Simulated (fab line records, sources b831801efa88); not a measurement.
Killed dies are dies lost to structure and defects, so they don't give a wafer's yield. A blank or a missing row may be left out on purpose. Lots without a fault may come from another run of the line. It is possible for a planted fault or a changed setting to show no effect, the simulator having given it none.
Struck lot and sound lot, side by side ; flow sky130 ; 14 out of 708 route steps
Sound: the wafers L892.2, L892.3, L892.5. The struck wafers were L905.1, L905.3, L905.5. The cause is named last.
Each step with rows lists, per side, the tool, then ch with its chambers, then its first start. Under that, the readings that differ: sound wafers ; struck wafers ; difference of the means ; sigmas: that difference in standard deviations of wafers without a fault.
alike: readings whose means differ by less than 2 such deviations, and words and numbers that are the same on both sides. not compared: withheld readings, readings that some wafer has no value for, bounds like >300 that may hide the same value, and numbers for which the record gives no deviation and whose values overlap.
Wherever a step has rows on one side only, a row that says differs or no value, or a row with sigmas, the two part there. Non-overlapping numbers with no deviation appear without sigmas and do not part them. A reading that every wafer of one side lacks parts them only if that side has two wafers or more.

first, 2 steps without rows for these wafers: SKY_METAL3_CLEAN_22 (cleans in O3/DIW); SKY_VIA3_HDPCVD_00 (deposits SiO2, target thk 1635 nm, time 272.5 s).
SKY_VIA3_THK_MEAS_01:
  sound on filmMetro-02 at day 41 09:35; struck on filmMetro-01 at day 44 10:14
  alike: VIA3_HDPCVD_THK
SKY_VIA3_CMP_02: polishes SiO2.
  sound on cmp-02 ch 0,1, day 41 09:38; struck on cmp-01 ch 0,1,3, day 44 12:23
  alike: headPressurePsi, motorCurrentA
SKY_VIA3_BOW_MEAS_03:
  sound on filmMetro-03 at day 41 09:58; struck on filmMetro-03 at day 44 12:41
  alike: VIA3_BOW
then, 7 steps without rows for these wafers: SKY_VIA3_DEHYDRATE_04 (time 60 s); SKY_VIA3_HMDS_05 (prime time 60 s); SKY_VIA3_COAT_06 (resist thk 60 nm); SKY_VIA3_COAT_07 (resist thk 450 nm); SKY_VIA3_SOFTBAKE_08 (time 90 s); SKY_VIA3_EXPOSE_09 (exposes mask VIM3, target cd 200 nm); SKY_VIA3_PEB_10.
SKY_VIA3_DEVELOP_11: develop time 60 s.
  struck on lithoTrack-04, day 45 07:00; sound on lithoTrack-02 ch 0, day 42 09:00
  no value came back on the struck wafers for chillPlateTempC (C), developTimeS (s), developerTempC (C); on the sound wafers chillPlateTempC (C) reads 23.16 23.19 23.12
reading;sound;struck;difference;sigmas
model.KrF-thick_of_VIA3_COAT_07.thkNm (nm);432.8 435 434.5;448.9 448.3 448;+14.3;
SKY_VIA3_CD_MEAS_12 targets a cd of 200 nm.
  sound on cdSem-02 at day 42 09:46; struck on cdSem-01 at day 45 07:29
reading;sound;struck;difference;sigmas
cdNm (nm);201.2 201.3 200.6;- - -;no value on the struck wafers;

WHERE THEY PART
Earliest at SKY_VIA3_DEVELOP_11; latest, in this record, at SKY_VIA3_CD_MEAS_12.

WHY: what had been put in by the simulator
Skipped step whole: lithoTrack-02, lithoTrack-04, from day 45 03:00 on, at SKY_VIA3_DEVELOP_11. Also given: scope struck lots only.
